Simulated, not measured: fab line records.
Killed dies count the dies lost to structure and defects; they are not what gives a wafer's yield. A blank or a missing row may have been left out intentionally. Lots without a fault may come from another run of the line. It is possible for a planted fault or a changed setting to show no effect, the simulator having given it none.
One fault seen from 2 desks || flow gf180mcu || only its own numbers are on each desk; what lay behind them is given at the end

TOOL OWNER'S DESK, rtp anneal-02
The tool's own readings at GF_HV_LDD_RTA_52 (time 10.41 s): means of the sampled wafers that have a number, for each lot that ran on this tool. The brackets show how far a lot's mean lies from the usual mean; more than 4 standard deviations puts the lot out of limits, marked OUT.
Columns: A = lamp power pct at GF_HV_LDD_RTA_52, usual 34.5 %; B = wafer_temp_C_max at GF_HV_LDD_RTA_52, usual 1006.3
{"lot": "L345", "first seen here": "day 12 20:02", "A": 35.7, "B": 1008.3}
{"lot": "L348", "first seen here": "day 13 19:41", "A": 35.7, "B": 1008.3}
{"lot": "L349", "first seen here": "day 14 01:03", "A": "28.6 (-4.5) OUT", "B": "924.4 (-32) OUT"}
{"lot": "L350", "first seen here": "day 14 09:31", "A": "28.5 (-4.6) OUT", "B": "924.0 (-32) OUT"}
{"lot": "L352", "first seen here": "day 15 06:35", "A": "28.6 (-4.5) OUT", "B": "922.0 (-32) OUT"}
{"lot": "L359", "first seen here": "day 17 16:08", "A": 35.7, "B": 1008.8}
{"lot": "L366", "first seen here": "day 20 02:22", "A": 35.7, "B": 1008.1}
{"lot": "L367", "first seen here": "day 20 09:50", "A": 35.7, "B": 1007.9}
This desk finds L349, L350, L352 out of limits, L349 being first, at day 14 01:03 (lamp power pct at GF_HV_LDD_RTA_52). In limits: L345, L348, L359, L366, L367.

FROM THE METROLOGY DESK
Means of the sampled wafers that have a number, per lot and without regard to the tool the lot ran on: this is what the gauges read. The brackets show how far a lot's mean lies from the usual mean; more than 4 standard deviations puts the lot out of limits, marked OUT.
Columns: A = HV_LDD_RS at GF_HV_LDD_RS_MEAS_53, usual 418.1 ohm/sq; B = V1_CVD_00_THK at GF_V1_THK_MEAS_01, usual 603 nm
{"lot": "L344", "first seen here": "day 12 16:53", "A": 417.2, "B": 595}
{"lot": "L345", "first seen here": "day 12 20:07", "A": 418.0, "B": 602}
{"lot": "L348", "first seen here": "day 13 19:44", "A": 419.3, "B": 603}
{"lot": "L349", "first seen here": "day 14 01:08", "A": 415.6, "B": 605}
{"lot": "L350", "first seen here": "day 14 09:38", "A": 414.7, "B": 602}
{"lot": "L352", "first seen here": "day 15 06:40", "A": 414.9, "B": 606}
{"lot": "L355", "first seen here": "day 16 05:05", "A": 418.1, "B": 603}
{"lot": "L359", "first seen here": "day 17 16:13", "A": 419.3, "B": 607}
{"lot": "L358", "first seen here": "day 17 18:15", "A": 418.6, "B": 606}
{"lot": "L363", "first seen here": "day 19 04:10", "A": 418.0, "B": 605}
{"lot": "L365", "first seen here": "day 19 08:26", "A": 417.5, "B": 604}
{"lot": "L366", "first seen here": "day 20 02:26", "A": 417.0, "B": 605}
{"lot": "L367", "first seen here": "day 20 09:55", "A": 418.4, "B": 609}
This desk found nothing out of limits on any of the 13 lots.

PUT TOGETHER
On L349, L350, L352, at day 14 01:03, an alarm was possible from the tool owner's desk.
Nothing out of limits was seen by the metrology desk.
The metrology desk holds a record of L349, L350, L352, inside its limits.
Every lot named ran GF_HV_LDD_RTA_52 on rtp anneal-02.

WHAT WAS PUT IN BY THE SIMULATOR
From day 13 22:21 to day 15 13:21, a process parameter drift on rtp anneal-02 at GF_HV_LDD_RTA_52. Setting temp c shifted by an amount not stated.
Struck lots among those shown: L349, L350, L352.
Delay in hours, fault start to first out-of-limits reading, by desk: the tool owner's desk at 3.
